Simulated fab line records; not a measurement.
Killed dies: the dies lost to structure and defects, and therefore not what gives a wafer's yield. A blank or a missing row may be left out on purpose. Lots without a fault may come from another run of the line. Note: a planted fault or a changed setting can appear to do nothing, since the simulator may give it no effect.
Problem report in the 8D (eight disciplines) form, filled by code :: flow gf180mcu :: the parts of the form that need people (team, actions taken, sign-off) are left out

## 1. THE ISSUE
At GF_CONTACT_SOFTBAKE_10, run-length-s averages 85.25 s over 2 wafers from 2 lots, while fault-free wafers read 89.28 s, standard deviation 0.13. Measured from the usual mean, that is -31 standard deviations.
The step: time 60 s.
Earliest sighting: wafer L912.3 on litho-track-01 at day 19 00:00. The record holds 42 wafers of 14 lots with a number at this step. The rule behind "out" and "out of limits": a value lying over 4 standard deviations away from the usual mean. Any other wafer with a number is counted as sound.

## 2. WHAT IT IS AND WHAT IT IS NOT
question: which readings at this step
is: run-length-s, heater-power-total-W
is not: -

question: which lots
is: L912, L913
is not: L903, L904, L905, L906, L908, L920, L921, L922, L923, L924, L925, L926

question: which wafers of those lots
is: L912.3, L913.3
is not: L912.1, L912.4, L913.2, L913.6

question: read on which tools
is: litho-track-01
is not: litho-track-02, litho-track-04

question: when
is: from day 19 00:00
is not: up to then (17 sound wafers); but 23 sound wafers of L913, L920, L921, L922, L923, L924, L925, L926 came after

## 3. THE SUSPECTS, EACH WITH WHAT RULES IT OUT
Counting: a tool at a process step up to the reading stays a suspect if it ran every lot that is out. Sound lots after the first of them don't rule it out here, since some wafers of a struck lot are sound.
- litho-track-01 at GF_CONTACT_SOFTBAKE_10 (time 60 s): kept. It processed each lot that is out (first: L912, day 19 00:00); up to then, its last sound lot is L904 (day 16 04:00). Its own heater-power-total-W, run-length-s readings are out on those wafers.
After counting, what remains is litho-track-01 at GF_CONTACT_SOFTBAKE_10.

## 4. THE CAUSE (what the simulator had put in)
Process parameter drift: litho-track-01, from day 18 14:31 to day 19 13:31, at GF_CONTACT_SOFTBAKE_10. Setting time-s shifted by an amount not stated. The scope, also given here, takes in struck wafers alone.
This tool alone remained once counting was done.

## 5. THE CHAIN OF EFFECTS, in route order
Each row: a reading where the mean over the struck wafers with a number is more than 3 standard deviations away from the usual. Only readings for which the record gives a usual standard deviation are gone through. hours: the time from each lot's start at the first step in this table that gives one to its start at this step, as a median over the lots. sigmas: the change in usual standard deviations.
hours: 0
step: GF_CONTACT_SOFTBAKE_10
reading: heater-power-total-W
usual: 93.04 W
on struck wafers: 95.06
change: +2.02
sigmas: +30

hours: 0
step: GF_CONTACT_SOFTBAKE_10
reading: run-length-s
usual: 89.28 s
on struck wafers: 85.25
change: -4.03
sigmas: -31
Its process steps:
- GF_CONTACT_SOFTBAKE_10: time 60 s.
Later steps that measure or inspect, where all struck wafers having a row at the step show a number for every such reading and not one has moved that far: GF_CONTACT_CD_MEAS_14, GF_CONTACT_OVL_MEAS_15.

## 6. WHAT WOULD HAVE CAUGHT IT SOONER
In this record the first reading out of limits was taken at day 19 00:00, 9 hours after the fault began at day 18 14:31.
